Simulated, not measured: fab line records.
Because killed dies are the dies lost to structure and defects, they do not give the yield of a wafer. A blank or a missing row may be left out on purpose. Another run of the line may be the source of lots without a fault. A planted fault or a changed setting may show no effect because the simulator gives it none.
Which of the tools did it? | flow sky130 | 33 wafers from 11 lots sampled at 2 of the route's 708 steps

## WHAT THE GAUGES SHOWED, per wafer
SKY_LI_CONTACT_BOW_MEAS_03.
lot  | measured     | on            | LI_CONTACT_BOW (um)
L909 | day 29 20:00 | film-metro-04 | 51 51 59
L910 | day 30 00:28 | film-metro-03 | 51 54 48
L913 | day 30 15:42 | film-metro-03 | 55 41 66
L916 | day 30 17:26 | film-metro-04 | 58 48 60
L918 | day 30 19:03 | film-metro-04 | 59 67 50 - - -
L919 | day 30 23:23 | film-metro-02 | 71 48 60 - - -
L922 | day 36 07:04 | film-metro-02 | 59 49 66
L927 | day 36 20:30 | film-metro-03 | 60 51 50
L928 | day 37 00:35 | film-metro-03 | 60 50 60
L931 | day 37 04:23 | film-metro-02 | 66 60 64
L930 | day 37 06:48 | film-metro-04 | 63 52 49

## WHICH TOOL RAN EACH LOT (tool, then ch and the chambers of the sampled wafers, then the start)
lot  | SKY_LI_CONTACT_CMP_02
L909 | cmp-02 ch 0,2,3, day 29 19:48
L910 | cmp-01 ch 0,1,2, day 30 00:12
L913 | cmp-02 ch 0,2,3, day 30 15:24
L916 | cmp-01 ch 0,1,2, day 30 17:08
L918 | cmp-02 ch 1,2,3, day 30 18:45
L919 | cmp-02 ch 0,2,3, day 30 23:07
L922 | cmp-02 ch 0,3, day 36 06:48
L927 | cmp-02 ch 1,2,3, day 36 20:15
L928 | cmp-02 ch 2,3, day 37 00:20
L931 | cmp-02 ch 0,1,3, day 37 04:05
L930 | cmp-02 ch 0,2,3, day 37 06:28
- SKY_LI_CONTACT_CMP_02: polishes PSG.

## THE ANSWER, worked out from the rows above alone
Rule: the lots themselves supply what counts as usual. The widest of any qualifying gaps counts: lots, ordered by their means at a reading, are off when they make up no more than a third of the lots, leave a main group of 4 or more, and stand apart from it by 3 or more times the standard deviation of that group's means. The tables above print the reading to a certain number of digits; a main group whose means all agree to those digits is not used. Also off: a lot with no number at a reading for which 4 or more lots have one. Where the step has rows for the other lots, those lots are counted as sound.
Across all readings shown, no lot is off: no conclusion can be drawn from this.

## WHAT THE SIMULATOR HAD PUT IN
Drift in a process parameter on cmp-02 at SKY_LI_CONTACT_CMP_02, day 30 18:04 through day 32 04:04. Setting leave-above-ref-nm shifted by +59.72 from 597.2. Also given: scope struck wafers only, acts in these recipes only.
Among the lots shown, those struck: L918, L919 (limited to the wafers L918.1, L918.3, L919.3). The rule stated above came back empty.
